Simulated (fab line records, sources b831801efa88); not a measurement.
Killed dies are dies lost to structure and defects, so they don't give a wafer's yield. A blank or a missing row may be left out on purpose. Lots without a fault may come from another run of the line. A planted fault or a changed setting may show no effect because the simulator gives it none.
Which tool did it? | flow sky130 | 14 lots, 42 wafers sampled, at 2 steps of a route of 708

WHAT THE GAUGES READ, wafer by wafer
The record holds no reading of a measuring or inspecting step that can be judged against a usual standard deviation.

WHICH TOOL RAN EACH LOT (tool, then ch and the chambers of the sampled wafers, then the start)
lot  | SKY_LDD_LDN_CLEAN_14            | SKY_PAD_OPEN_PROBE_99
L329 | wet_bench-04 ch 0, day 23 04:17 | -
L330 | wet_bench-01 ch 0, day 23 16:18 | -
L332 | wet_bench-01 ch 0, day 24 01:06 | -
L333 | wet_bench-03 ch 0, day 24 11:46 | -
L334 | wet_bench-04 ch 3, day 24 18:09 | -
L335 | wet_bench-04 ch 2, day 25 12:22 | -
L336 | wet_bench-04 ch 3, day 25 17:27 | -
L337 | wet_bench-04 ch 1, day 25 20:03 | -
L338 | wet_bench-03 ch 2, day 26 05:02 | -
L340 | wet_bench-03 ch 3, day 27 03:21 | -
L344 | wet_bench-01 ch 1, day 28 04:39 | prober-01, day 49 09:20
L348 | wet_bench-01 ch 1, day 29 15:20 | prober-01, day 50 07:31
L350 | wet_bench-03 ch 3, day 30 00:40 | -
L351 | wet_bench-03 ch 1, day 30 17:49 | -
- SKY_LDD_LDN_CLEAN_14: cleans in SC1/SC2, time 150 s.
- SKY_PAD_OPEN_PROBE_99

WHAT THE TOOLS THEMSELVES READ (means of the sampled wafers that have a number; where no wafer has one, the mark that the record gives instead)
SKY_PAD_OPEN_PROBE_99. Usual: killed_at_M0_to_M3 43, standard deviation 6.6; killed_at_M4_up 3.4, standard deviation 1.8; killed_at_contacts 24, standard deviation 4.9; killed_at_front_end 15, standard deviation 4.1; killed_at_other 0.3, standard deviation 0.55; killed_dies 85, standard deviation 8.8; killed_on_rim 17, standard deviation 3.7; killed_open 46, standard deviation 6.1; killed_short 39, standard deviation 5.7.
lot  | tool      | killed_at_M0_to_M3 | killed_at_M4_up | killed_at_contacts | killed_at_front_end | killed_at_other | killed_dies | killed_on_rim | killed_open | killed_short | flag
L344 | prober-01 | 45                 | 2.7             | 21                 | 55                  | 0.0             | 124         | 25            | 47          | 32           | OFF
L348 | prober-01 | 42                 | 2.7             | 18                 | 52                  | 0.3             | 115         | 28            | 37          | 38           | OFF

THE ANSWER, worked out from the rows above alone
Rule: a lot is off if the mean of its wafers that have a number lies more than 3 standard deviations from the usual mean. A lot without any number at a reading at which 4 lots or more have one is off too. The other lots that the step has rows for count as sound. The gauges are gone through in route order, then the tools' own readings, and for those a lot's mean is taken as printed above. The first step at which some lot is off is used, and at that step the reading that is off furthest; a lot without a number counts as furthest.
Off: L344, L348, at SKY_PAD_OPEN_PROBE_99 (killed_at_front_end). Neither off nor sound, because the step has no rows for them: L329, L330, L332, L333, L334, L335, L336, L337, L338, L340, L350, L351.
A tool fits if, at that step or a process step before it, it ran every lot that is off, and no sound lot after the first of them. Can't be told from this: 2 tools fit, wet_bench-01 at SKY_LDD_LDN_CLEAN_14, prober-01 at SKY_PAD_OPEN_PROBE_99.

WHAT THE SIMULATOR HAD PUT IN
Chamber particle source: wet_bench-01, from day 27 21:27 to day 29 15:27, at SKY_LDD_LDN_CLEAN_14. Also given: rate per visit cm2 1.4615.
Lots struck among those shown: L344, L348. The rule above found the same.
